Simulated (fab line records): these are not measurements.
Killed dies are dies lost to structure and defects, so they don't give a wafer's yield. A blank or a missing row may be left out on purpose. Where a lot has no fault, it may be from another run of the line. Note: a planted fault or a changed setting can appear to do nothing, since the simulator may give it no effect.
Which tool was responsible? || flow gf180mcu || Sampling: 13 lots, 39 wafers, 2 of 602 route steps

## WHAT THE GAUGES READ, wafer by wafer
GF_MVPSD_OVL_MEAS_07.
{"lot": "L259", "measured": "day 4 18:24", "on": "overlay-02", "MVPSD_OVL (nm)": "2.0 1.5 1.9"}
{"lot": "L261", "measured": "day 5 11:33", "on": "overlay-01", "MVPSD_OVL (nm)": "1.7 -1.3 1.3"}
{"lot": "L263", "measured": "day 5 23:41", "on": "overlay-01", "MVPSD_OVL (nm)": "0.4 0.2 1.0"}
{"lot": "L264", "measured": "day 6 05:54", "on": "overlay-02", "MVPSD_OVL (nm)": "-0.9 -0.9 -1.7"}
{"lot": "L265", "measured": "day 6 08:03", "on": "overlay-01", "MVPSD_OVL (nm)": "0.3 0.2 -0.3"}
{"lot": "L266", "measured": "day 6 21:27", "on": "overlay-01", "MVPSD_OVL (nm)": "-0.1 0.4 0.0"}
{"lot": "L267", "measured": "day 6 23:30", "on": "overlay-01", "MVPSD_OVL (nm)": "-1.8 0.4 -1.1"}
{"lot": "L268", "measured": "day 7 06:11", "on": "overlay-01", "MVPSD_OVL (nm)": "-0.9 1.0 0.3"}
{"lot": "L277", "measured": "day 9 11:13", "on": "overlay-01", "MVPSD_OVL (nm)": "-0.8 -0.8 1.3"}
{"lot": "L278", "measured": "day 9 21:03", "on": "overlay-01", "MVPSD_OVL (nm)": "1.0 1.5 1.0"}
{"lot": "L279", "measured": "day 9 21:03", "on": "overlay-02", "MVPSD_OVL (nm)": "-2.0 1.6 0.5"}
{"lot": "L280", "measured": "day 10 03:41", "on": "overlay-02", "MVPSD_OVL (nm)": "-1.0 -0.6 -0.5"}
{"lot": "L281", "measured": "day 10 12:41", "on": "overlay-01", "MVPSD_OVL (nm)": "1.1 2.5 -0.2"}

## TOOL THAT RAN EACH LOT (tool first, then ch and the chambers of the sampled wafers, then the start)
{"lot": "L259", "GF_STI_ETCH_13": "rieDiel-01 ch 0,2,3, day 1 21:36"}
{"lot": "L261", "GF_STI_ETCH_13": "rieDiel-03 ch 0,1,2, day 2 12:25"}
{"lot": "L263", "GF_STI_ETCH_13": "rieDiel-02 ch 0,2, day 2 23:01"}
{"lot": "L264", "GF_STI_ETCH_13": "rieDiel-01 ch 0,2,3, day 3 03:22"}
{"lot": "L265", "GF_STI_ETCH_13": "rieDiel-02 ch 0,1, day 3 07:34"}
{"lot": "L266", "GF_STI_ETCH_13": "rieDiel-02 ch 1,2,3, day 3 16:06"}
{"lot": "L267", "GF_STI_ETCH_13": "rieDiel-01 ch 1,2,3, day 3 19:18"}
{"lot": "L268", "GF_STI_ETCH_13": "rieDiel-01 ch 0,2,3, day 4 00:08"}
{"lot": "L277", "GF_STI_ETCH_13": "rieDiel-03 ch 0,1,3, day 5 23:20"}
{"lot": "L278", "GF_STI_ETCH_13": "rieDiel-02 ch 2,3, day 6 05:40"}
{"lot": "L279", "GF_STI_ETCH_13": "rieDiel-03 ch 1,3, day 6 08:15"}
{"lot": "L280", "GF_STI_ETCH_13": "rieDiel-01 ch 0,2,3, day 6 13:30"}
{"lot": "L281", "GF_STI_ETCH_13": "rieDiel-01 ch 1,2,3, day 6 18:41"}
- GF_STI_ETCH_13: etches the open film in CHF3/O2, stops on Si, target depth 282.31 nm, time 112.9 s.

## AS READ BY THE TOOLS THEMSELVES (means over the sampled wafers that have a number; for cases with no such wafer, the mark the record gives instead)
GF_STI_ETCH_13.
{"lot": "L259", "tool": "rieDiel-01", "chamberPressureMTorr (mTorr)": 39.98, "drypumpMotorCurrentA (A)": 6.5, "oesProductAu (a.u.)": 0.831, "rfFwdPowerW (W)": 595.4, "throttleValvePct (%)": 8.802}
{"lot": "L261", "tool": "rieDiel-03", "chamberPressureMTorr (mTorr)": 39.99, "drypumpMotorCurrentA (A)": 6.0, "oesProductAu (a.u.)": 0.834, "rfFwdPowerW (W)": 596.9, "throttleValvePct (%)": 8.812}
{"lot": "L263", "tool": "rieDiel-02", "chamberPressureMTorr (mTorr)": 39.98, "drypumpMotorCurrentA (A)": 5.3, "oesProductAu (a.u.)": 0.837, "rfFwdPowerW (W)": 596.6, "throttleValvePct (%)": 8.812}
{"lot": "L264", "tool": "rieDiel-01", "chamberPressureMTorr (mTorr)": 39.99, "drypumpMotorCurrentA (A)": 6.5, "oesProductAu (a.u.)": 0.835, "rfFwdPowerW (W)": 596.8, "throttleValvePct (%)": 8.810}
{"lot": "L265", "tool": "rieDiel-02", "chamberPressureMTorr (mTorr)": 40.00, "drypumpMotorCurrentA (A)": 5.6, "oesProductAu (a.u.)": 0.837, "rfFwdPowerW (W)": 596.4, "throttleValvePct (%)": 8.819}
{"lot": "L266", "tool": "rieDiel-02", "chamberPressureMTorr (mTorr)": 39.97, "drypumpMotorCurrentA (A)": 5.7, "oesProductAu (a.u.)": 0.829, "rfFwdPowerW (W)": 597.6, "throttleValvePct (%)": 8.816}
{"lot": "L267", "tool": "rieDiel-01", "chamberPressureMTorr (mTorr)": 40.01, "drypumpMotorCurrentA (A)": 6.3, "oesProductAu (a.u.)": 0.825, "rfFwdPowerW (W)": 597.3, "throttleValvePct (%)": 8.808}
{"lot": "L268", "tool": "rieDiel-01", "chamberPressureMTorr (mTorr)": 39.99, "drypumpMotorCurrentA (A)": 6.5, "oesProductAu (a.u.)": 0.836, "rfFwdPowerW (W)": 596.7, "throttleValvePct (%)": 8.818}
{"lot": "L277", "tool": "rieDiel-03", "chamberPressureMTorr (mTorr)": 39.98, "drypumpMotorCurrentA (A)": 6.3, "oesProductAu (a.u.)": 0.828, "rfFwdPowerW (W)": 597.5, "throttleValvePct (%)": 8.821}
{"lot": "L278", "tool": "rieDiel-02", "chamberPressureMTorr (mTorr)": 40.00, "drypumpMotorCurrentA (A)": 5.7, "oesProductAu (a.u.)": 0.838, "rfFwdPowerW (W)": 595.7, "throttleValvePct (%)": 8.805}
{"lot": "L279", "tool": "rieDiel-03", "chamberPressureMTorr (mTorr)": 40.03, "drypumpMotorCurrentA (A)": 6.2, "oesProductAu (a.u.)": 0.835, "rfFwdPowerW (W)": 597.0, "throttleValvePct (%)": 8.815}
{"lot": "L280", "tool": "rieDiel-01", "chamberPressureMTorr (mTorr)": 40.01, "drypumpMotorCurrentA (A)": 6.5, "oesProductAu (a.u.)": 0.829, "rfFwdPowerW (W)": 597.8, "throttleValvePct (%)": 8.805}
{"lot": "L281", "tool": "rieDiel-01", "chamberPressureMTorr (mTorr)": 39.96, "drypumpMotorCurrentA (A)": 6.3, "oesProductAu (a.u.)": 0.822, "rfFwdPowerW (W)": 597.3, "throttleValvePct (%)": 8.813}

## THE ANSWER, worked out from the rows above alone
Rule: the lots themselves supply what counts as usual. The widest of any qualifying gaps counts: lots, ordered by their means at a reading, are off when they make up no more than a third of the lots, leave a main group of 4 or more, and stand apart from it by 3 or more times the standard deviation of that group's means. A main group whose means are all the same, to the digits that the tables above print for the reading, isn't used. A lot without any number at a reading at which 4 lots or more have one is off too. All remaining lots with rows at the step are treated as sound. The gauges are gone through in route order, then the tools' own readings, and for those a lot's mean is taken as printed above. The first step at which some lot is off is used, and at that step the reading that is off furthest; a lot without a number counts as furthest.
Nothing can be told from this: no lot is off at any reading shown.

## WHAT HAD BEEN PUT IN BY THE SIMULATOR
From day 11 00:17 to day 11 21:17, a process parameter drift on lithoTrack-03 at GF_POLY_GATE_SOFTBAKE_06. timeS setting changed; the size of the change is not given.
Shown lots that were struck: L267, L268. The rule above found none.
